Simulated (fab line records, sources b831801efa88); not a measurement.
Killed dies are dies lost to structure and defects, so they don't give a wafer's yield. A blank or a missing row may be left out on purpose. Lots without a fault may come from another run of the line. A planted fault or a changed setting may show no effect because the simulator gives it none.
A struck lot beside a sound one | flow sfq_line | 28 steps out of a route of 325
Sound: wafers L183.1, L183.4, L183.5. Struck: wafers L186.1, L186.2. (L186.4 of the same lot was not struck and is left out.) The cause comes at the end.
At each step with rows: each side's tool, then ch and its chambers, then its first start. Under that, the readings that differ: sound wafers | struck wafers | difference of the means | sigmas: that difference in standard deviations of wafers without a fault.
alike: readings whose means differ by less than 2 such deviations, and words and numbers that are the same on both sides. not compared: withheld readings, readings that some wafer has no value for, bounds like >300 that may hide the same value, and numbers for which the record gives no deviation and whose values overlap.
The two part at a step that has a row with sigmas, a row that says differs or no value, or rows on one side only. Numbers that don't overlap but have no deviation are shown without sigmas and don't part them. A reading that every wafer of one side lacks parts them only if that side has two wafers or more.

first, 6 steps without rows for these wafers: SFQ_TRILAYER_M0_LITHO_COAT_026 (resist thk 62 nm); SFQ_TRILAYER_M0_LITHO_COAT_021 (resist thk 600 nm); SFQ_TRILAYER_M0_LITHO_SOFTBAKE_025; SFQ_TRILAYER_M0_LITHO_EXPOSE_022 (exposes mask M0, target cd 500 nm); SFQ_TRILAYER_M0_LITHO_PEB_024 (peb time 60 s); SFQ_TRILAYER_M0_LITHO_DEVELOP_023 (time 60 s).
SFQ_M0_OVL_MEAS_906:
  sound on overlay-01, day 8 11:23; struck on overlay-01, day 9 10:04
  reading     | sound    | struck | difference | sigmas
  M0_OVL (nm) | 19 19 12 | -6 1   | -19        | -3
SFQ_TRILAYER_M0_BARC_OPEN_METAL_ETCH_031: etches BARC in O2, target depth 125 nm, time 41.7 s.
  sound on rie_metal-04 ch 0,1, day 8 11:25; struck on rie_metal-02 ch 0,1, day 9 10:07
  alike: drypump_motor_current_A, oes_product_au
  not compared: rf_hours_counter_h
SFQ_TRILAYER_M0_ETCH_METAL_ETCH_024: etches Nb in Cl2/Ar, stops on SiO2, target depth 240 nm, time 120 s.
  sound on rie_metal-04 ch 0,1, day 8 11:29; struck on rie_metal-02 ch 0,1, day 9 10:10
  alike: drypump_motor_current_A, oes_product_au
  not compared: rf_hours_counter_h
SFQ_TRILAYER_M0_STRIP_STRIP_025: strips in O2.
  sound on rie_metal-04 ch 0,1, day 8 11:36; struck on rie_metal-02 ch 0,1, day 9 10:18
  alike: drypump_motor_current_A, oes_product_au
  not compared: rf_hours_counter_h
then, 2 steps without rows for these wafers: SFQ_TRILAYER_M0_STRIP_SOLV_CLEAN_026 (cleans in NMP, time 600 s); SFQ_TRILAYER_I0_DEP_PECVD_027 (deposits SiO2 from SiH4/N2O, time 111.11 s, target thk 500 nm).
SFQ_TRILAYER_I0_CMP_CMP_028: polishes SiO2.
  sound on cmp-02 ch 2,3, day 8 19:56; struck on cmp-01 ch 0,2, day 9 20:32
  reading                                             | sound           | struck      | difference | sigmas
  time_to_endpoint_s (s)                              | 218 202 216     | 187 202     | -18        | -2
  model.SiO2_of_TRILAYER_I0_DEP_PECVD_027.thk_nm (nm) | 199.4 198.9 201 | 218.6 219.7 | +19.4      |
  alike: motor_current_A
SFQ_I0_BOW_MEAS_907:
  sound on film_metro-04, day 8 22:26; struck on film_metro-01, day 9 23:32
  alike: I0_BOW
SFQ_TRILAYER_I0_METRO_MEASURE_029:
  sound on film_metro-04, day 8 22:34; struck on film_metro-01, day 9 23:40
  reading     | sound             | struck      | difference | sigmas
  thk_nm (nm) | 199.4 199.1 201.0 | 218.6 219.6 | +19.3      | +14
then, 6 steps without rows for these wafers: SFQ_TRILAYER_I0_VIA_LITHO_COAT_036 (resist thk 62 nm); SFQ_TRILAYER_I0_VIA_LITHO_COAT_031 (resist thk 650 nm); SFQ_TRILAYER_I0_VIA_LITHO_SOFTBAKE_035; SFQ_TRILAYER_I0_VIA_LITHO_EXPOSE_032 (exposes mask I0, target cd 500 nm); SFQ_TRILAYER_I0_VIA_LITHO_PEB_034 (peb time 60 s); SFQ_TRILAYER_I0_VIA_LITHO_DEVELOP_033 (time 60 s).
-- the record jumps here: 2 days lie between the struck wafers' starts before and after --
SFQ_I0_OVL_MEAS_908:
  sound on overlay-01, day 10 15:30; struck on overlay-02, day 12 09:29
  alike: I0_OVL
SFQ_TRILAYER_I0_VIA_BARC_OPEN_VIA_ETCH_046: etches BARC in O2, target depth 125 nm, time 41.7 s.
  sound on rie_diel-03 ch 1,2,3, day 10 15:32; struck on rie_diel-03 ch 2,3, day 12 09:31
  alike: drypump_motor_current_A, oes_product_au
  not compared: rf_hours_counter_h
SFQ_TRILAYER_I0_VIA_ETCH_VIA_ETCH_034: etches SiO2 in CHF3, stops on Nb, target depth 260 nm.
  sound on rie_diel-03 ch 1,2,3, day 10 15:34; struck on rie_diel-03 ch 2,3, day 12 09:34
  reading                        | sound             | struck      | difference | sigmas
  oes_product_au (a.u.)          | 0.855 0.851 0.857 | 0.893 0.898 | +0.041     | +7
  model.etch.depth_nm (nm)       | 199.4 198.9 201   | 218.6 219.7 | +19.4      |
  model.I0.feature_depth_nm (nm) | 199.4 198.9 201   | 218.6 219.7 | +19.4      |
  alike: drypump_motor_current_A
then, 2 steps without rows for these wafers: SFQ_TRILAYER_I0_VIA_STRIP_STRIP_035 (strips in O2); SFQ_TRILAYER_I0_VIA_STRIP_SOLV_CLEAN_036 (cleans in NMP, time 600 s).
SFQ_TRILAYER_M1_DEP_PRE_CLEAN_038: time 22.5 s.
  sound on pvd_sputter-03, day 10 16:28; struck on pvd_sputter-03, day 12 10:26
  reading                                             | sound             | struck      | difference | sigmas
  model.SiO2_of_TRILAYER_I0_DEP_PECVD_027.thk_nm (nm) | 191.9 191.4 193.5 | 211.1 212.2 | +19.4      |
SFQ_TRILAYER_M1_DEP_SPUTTER_037: material Nb, target thk 200 nm, time 133.3 s.
  sound on pvd_sputter-03, day 10 16:29; struck on pvd_sputter-03, day 12 10:28
  alike: chamber_pressure_pa, substrate_temp_c, throttle_valve_pct

WHERE THEY PART
First at SFQ_M0_OVL_MEAS_906; last, within this record, at SFQ_TRILAYER_I0_VIA_ETCH_VIA_ETCH_034. Later steps at which nothing parts them and some readings are alike: SFQ_TRILAYER_M1_DEP_SPUTTER_037.

WHY: what the simulator had put in
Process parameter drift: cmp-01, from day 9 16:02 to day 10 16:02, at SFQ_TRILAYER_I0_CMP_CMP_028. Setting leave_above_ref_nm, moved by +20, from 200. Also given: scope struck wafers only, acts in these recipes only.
